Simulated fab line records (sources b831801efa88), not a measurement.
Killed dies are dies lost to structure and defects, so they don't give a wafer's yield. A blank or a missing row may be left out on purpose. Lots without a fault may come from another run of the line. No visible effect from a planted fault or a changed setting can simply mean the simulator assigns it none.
A struck lot beside a sound one || flow sky130 || 17 out of 708 route steps
Sound: the wafers L241.2, L241.5, L241.6. The struck wafers were L246.1, L246.2, L246.6. The cause comes at the end.
Per side, at each step with rows, come the tool, then ch with its chambers, and then its first start. Under that, the readings that differ: sound wafers || struck wafers || difference of the means || sigmas: that difference in standard deviations of wafers without a fault.
alike: readings whose means differ by less than 2 such deviations, and words and numbers that are the same on both sides. not compared: withheld readings, readings that some wafer has no value for, bounds like >300 that may hide the same value, and numbers for which the record gives no deviation and whose values overlap.
A row with sigmas, a row that says differs or no value, or rows on one side alone: a step with any of these is where the two part. Numbers that have no deviation but don't overlap get no sigmas and don't part them. A reading that every wafer of one side lacks parts them only if that side has two wafers or more.

SKY_VT_ADJUST_HVTP_OVL_MEAS_08:
  sound: overlay-01 at day 7 11:36; struck: overlay-01 at day 9 00:56
  alike: VT_ADJUST_HVTP_OVL
next, for these wafers, 1 step has no rows: SKY_VT_ADJUST_HVTP_IMPLANT_09.
SKY_VT_ADJUST_HVTP_STRIP_10: strips in O2/N2.
  sound on plasma_asher-02 ch 0,1, day 7 11:47; struck on plasma_asher-04 ch 0,1, day 9 01:08
  alike: drypump_motor_current_A, oes_product_au, strip_time_to_endpoint_s
  not compared: rf_hours_counter_h
SKY_VT_ADJUST_HVTP_TW_MEAS_11:
  sound: film_metro-02 at day 7 11:53; struck: film_metro-01 at day 9 01:14
  alike: VT_ADJUST_HVTP_TW
then, 7 steps without rows for these wafers: SKY_VT_ADJUST_LVTN_DEHYDRATE_00 (time 60 s); SKY_VT_ADJUST_LVTN_HMDS_01 (prime time 60 s); SKY_VT_ADJUST_LVTN_COAT_02 (resist thk 3000 nm); SKY_VT_ADJUST_LVTN_SOFTBAKE_03; SKY_VT_ADJUST_LVTN_EXPOSE_04 (exposes mask NWM COMPLEMENT LESS NATIVE, target cd 840 nm); SKY_VT_ADJUST_LVTN_PEB_05; SKY_VT_ADJUST_LVTN_DEVELOP_06 (develop time 60 s).
SKY_VT_ADJUST_LVTN_OVL_MEAS_07:
  sound: overlay-01 at day 8 08:17; struck: overlay-02 at day 9 22:25
  alike: VT_ADJUST_LVTN_OVL
SKY_VT_ADJUST_LVTN_IMPLANT_08:
  sound on implanter-04 ch 0, day 8 08:21; struck on implanter-03 ch 0, day 9 22:28
{"reading": "dose_ions_cm2", "sound": "1.5693e+12 1.5665e+12 1.5695e+12", "struck": "2.3477e+12 2.3486e+12 2.3451e+12", "difference": "+7.7870e+11", "sigmas": "+99 or more"}
{"reading": "faraday_current_uA", "sound": "9.03 8.88 9.03", "struck": "13.48 13.51 13.45", "difference": "+4.50", "sigmas": "+25"}
SKY_VT_ADJUST_LVTN_STRIP_09: strips in O2/N2.
  sound on plasma_asher-03 ch 0,1, day 8 08:28; struck on plasma_asher-02 ch 0,1, day 9 22:37
{"reading": "oes_product_au (a.u.)", "sound": "0.716 0.710 0.724", "struck": "0.722 0.736 0.723", "difference": "+0.010", "sigmas": "+2"}
  alike: drypump_motor_current_A, strip_time_to_endpoint_s
  not compared: rf_hours_counter_h
SKY_VT_ADJUST_LVTN_TW_MEAS_10:
  sound: film_metro-02 at day 8 08:35; struck: film_metro-04 at day 9 22:43
{"reading": "VT_ADJUST_LVTN_TW", "sound": "238 238 238", "struck": "276 275 278", "difference": "+38", "sigmas": "+12"}
then, 1 step without rows for these wafers: SKY_VT_ADJUST_LVTN_DEHYDRATE_11 (time 60 s).
-- the record jumps here: 39 days lie between the struck wafers' starts before and after (it left off in module VT_ADJUST_LVTN and takes up again in module PAD_OPEN, whose first step shown is number 708 of the route) --
SKY_PAD_OPEN_PROBE_99:
  sound: prober-02 at day 47 03:17; struck: prober-01 at day 48 12:01
{"reading": "killed_open", "sound": "44 43 37", "struck": "60 55 56", "difference": "+16", "sigmas": "+2"}
{"reading": "model.etest.nfet_01v8_lvt.drive_ua_um", "sound": "572.9 558.9 562.1", "struck": "549.7 535.7 539.2", "difference": -23.1, "sigmas": ""}
{"reading": "model.etest.nfet_01v8_lvt.vt_sat_v (V)", "sound": "0.5353 0.5482 0.538", "struck": "0.5604 0.5643 0.5671", "difference": "+0.0234", "sigmas": ""}
{"reading": "model.etest.nfet_01v8_lvt.vt_v (V)", "sound": "0.6102 0.6263 0.62", "struck": "0.6267 0.6385 0.6348", "difference": "+0.0145", "sigmas": ""}
{"reading": "model.etest.nfet_01v8.vt_sat_v (V)", "sound": "0.648 0.6567 0.6537", "struck": "0.6634 0.6626 0.6657", "difference": "+0.0111", "sigmas": ""}
{"reading": "model.etest.nfet_01v8_turned.vt_sat_v (V)", "sound": "0.6487 0.6588 0.6545", "struck": "0.6624 0.6663 0.6655", "difference": "+0.0107", "sigmas": ""}
{"reading": "model.etest.nfet_01v8_swapped.vt_sat_v (V)", "sound": "0.6509 0.6587 0.6577", "struck": "0.6699 0.672 0.6714", "difference": "+0.0153", "sigmas": ""}
{"reading": "model.etest.nfet_01v8_lvt.vt_long_v (V)", "sound": "0.4403 0.4477 0.452", "struck": "0.4553 0.4647 0.4653", "difference": "+0.0151", "sigmas": ""}
{"reading": "model.etest.nfet_01v8.vt_v (V)", "sound": "0.7006 0.7095 0.7107", "struck": "0.7146 0.7192 0.7199", "difference": "+0.0110", "sigmas": ""}
  alike: killed_at_M0_to_M3, killed_at_M4_up, killed_at_contacts, killed_at_front_end, killed_at_other, killed_dies, killed_on_rim, killed_short

WHERE THEY PART
Last at SKY_PAD_OPEN_PROBE_99 as far as this record goes, first at SKY_VT_ADJUST_LVTN_IMPLANT_08.

WHY: what the simulator had put in
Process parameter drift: implanter-03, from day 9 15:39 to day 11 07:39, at SKY_VT_ADJUST_LVTN_IMPLANT_08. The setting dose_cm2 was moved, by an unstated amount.
